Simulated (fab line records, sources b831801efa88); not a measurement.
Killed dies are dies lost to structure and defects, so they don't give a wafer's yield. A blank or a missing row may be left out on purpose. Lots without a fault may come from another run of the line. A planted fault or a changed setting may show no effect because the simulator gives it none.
One fault seen from 2 desks | flow gf180mcu | each desk has only its own numbers; what lay behind them comes last

THE TOOL OWNER'S DESK: implanter-01
The tool's own readings at GF_HV_LDD_IMPLANT_33: means of the sampled wafers that have a number, for each lot that ran on this tool. A lot is out of limits, marked OUT, if its mean lies more than 4 standard deviations from the usual mean; the brackets give that distance.
Columns: A = beam_on_s at GF_HV_LDD_IMPLANT_33, usual 10.00 s
lot  | first seen here | A
L444 | day 12 05:40    | 10.06
L446 | day 12 21:15    | 9.90
L460 | day 17 08:29    | 9.83
L464 | day 18 15:52    | 9.88
This desk's finding: nothing out of limits on any of the 4 lots.

THE METROLOGY DESK
What the gauges read, lot by lot, whatever tool the lot ran on: means of the sampled wafers that have a number. A lot is out of limits, marked OUT, if its mean lies more than 4 standard deviations from the usual mean; the brackets give that distance. Of its 10 readings 7 are shown: those that lie furthest out on some lot.
Columns: A = HV_LDD_2_TW at GF_HV_LDD_TW_MEAS_23, usual 1054; B = HV_LDD_02_OVL at GF_HV_LDD_OVL_MEAS_32, usual -0.6 nm; C = HV_LDD_3_TW at GF_HV_LDD_TW_MEAS_38, usual 1435; D = HV_LDD_03_OVL at GF_HV_LDD_OVL_MEAS_47, usual 1.2 nm; E = HV_LDD_RS at GF_HV_LDD_RS_MEAS_53, usual 418.8 ohm/sq; F = HV_LDD_CVD_54_THK at GF_HV_LDD_THK_MEAS_55, usual 10.00 nm; G = HV_LDD_CVD_56_THK at GF_HV_LDD_THK_MEAS_57, usual 89.8 nm
lot  | first seen here | A    | B    | C    | D    | E     | F     | G
L444 | day 11 10:58    | 1049 | -0.5 | 1432 | -1.0 | 419.6 | 9.97  | 91.9
L446 | day 12 01:52    | 1053 | -1.3 | 1441 | 1.8  | 418.5 | 9.98  | 90.8
L454 | day 14 16:42    | 1054 | -0.2 | 1444 | 1.4  | 419.0 | 10.30 | 90.8
L456 | day 15 04:38    | 1055 | -0.2 | 1432 | 1.1  | 416.9 | 9.83  | 88.4
L460 | day 16 09:25    | 1047 | 1.6  | 1429 | 0.8  | 418.0 | 10.01 | 91.6
L464 | day 17 16:28    | 1050 | 0.7  | 1421 | 0.8  | 420.3 | 9.80  | 90.3
This desk's finding: nothing out of limits on any of the 6 lots.

PUT TOGETHER
The tool owner's desk saw nothing out of limits.
The metrology desk saw nothing out of limits.

WHAT THE SIMULATOR HAD PUT IN
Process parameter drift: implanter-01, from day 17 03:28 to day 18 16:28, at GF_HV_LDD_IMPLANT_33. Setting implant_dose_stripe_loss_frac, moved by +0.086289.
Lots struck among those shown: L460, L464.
